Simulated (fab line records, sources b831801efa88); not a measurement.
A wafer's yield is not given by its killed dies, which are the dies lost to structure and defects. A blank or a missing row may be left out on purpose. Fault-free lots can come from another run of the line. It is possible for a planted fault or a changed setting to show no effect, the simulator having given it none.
The same fault as seen by 2 desks	flow gf180mcu	every desk sees just its own numbers, and what lay behind them comes last

## DESK OF THE TOOL OWNER: implanter-04
The tool's own readings at GF_MVSD_IMPLANT_08: means of the sampled wafers that have a number, for each lot that ran on this tool. Marked OUT: a lot whose mean sits more than 4 standard deviations from the usual mean, which makes it out of limits; the brackets give that distance.
Columns: A = beamOnS at GF_MVSD_IMPLANT_08, usual 10.02 s; B = endStationPressureTorr at GF_MVSD_IMPLANT_08, usual 5.07e-06 Torr; C = faradayCurrentUA at GF_MVSD_IMPLANT_08, usual 90.0
lot	first seen here	A	B	C
L301	day 4 16:44	9.97	5.15e-06	90.5
L302	day 5 03:14	10.28	5.16e-06	87.5
L306	day 5 20:34	9.91	5.08e-06	90.9
L319	day 9 00:29	11.47 (+7.2) OUT	7.59e-05 (+99 or more) OUT	77.3 (-7.0) OUT
L322	day 9 20:59	11.21 (+6.0) OUT	8.08e-05 (+99 or more) OUT	78.9 (-6.1) OUT
This desk's finding: out of limits on L319, L322; first on L319, day 9 00:29 (beamOnS at GF_MVSD_IMPLANT_08). Within limits: L301, L302, L306.

## FROM THE METROLOGY DESK
Means of the sampled wafers that have a number, per lot and without regard to the tool the lot ran on: this is what the gauges read. Marked OUT: a lot whose mean sits more than 4 standard deviations from the usual mean, which makes it out of limits; the brackets give that distance.
Columns: A = MVSD_TW at GF_MVSD_TW_MEAS_11, usual 1573; B = MVSD_RS at GF_VT_IMPLANT_RS_MEAS_46, usual 456.5 ohm/sq; C = V2_BOW at GF_V2_BOW_MEAS_05, usual 100 um
lot	first seen here	A	B	C
L301	day 4 17:08	1574	456.8	103
L302	day 5 03:38	1574	457.3	101
L304	day 5 12:08	1558	457.3	83
L305	day 5 14:55	1590	456.1	97
L306	day 5 20:57	1560	455.0	105
L308	day 6 10:41	1568	456.7	95
L310	day 6 21:42	1594	455.0	102
L311	day 7 04:44	1586	456.4	98
L312	day 7 09:08	1584	456.0	96
L313	day 7 14:17	1592	456.5	96
L319	day 9 00:53	1648 (+5.8) OUT	426.3 (-25) OUT	103
L322	day 9 21:22	1629 (+4.3) OUT	427.6 (-24) OUT	107
Per this desk, out of limits: L319, L322; the first was L319, day 9 00:53 (MVSD_TW at GF_MVSD_TW_MEAS_11). Within limits: L301, L302, L304, L305, L306, L308, L310, L311, L312, L313.

## BROUGHT TOGETHER
At day 9 00:29, on L319, L322, the tool owner's desk was in a position to raise an alarm.
On L319, L322, the metrology desk was in a position to raise an alarm at day 9 00:53.
On implanter-04, each named lot ran GF_MVSD_IMPLANT_08.

## WHAT WAS PUT IN BY THE SIMULATOR
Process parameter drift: implanter-04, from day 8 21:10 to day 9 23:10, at GF_MVSD_IMPLANT_08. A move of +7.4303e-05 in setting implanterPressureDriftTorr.
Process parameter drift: implanter-04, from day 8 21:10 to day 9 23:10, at GF_MVSD_IMPLANT_08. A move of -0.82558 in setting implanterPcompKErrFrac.
Lots struck among those shown: L319, L322.
Fault start to first reading out of limits, in hours, per desk: tool owner, 3; metrology, 4.
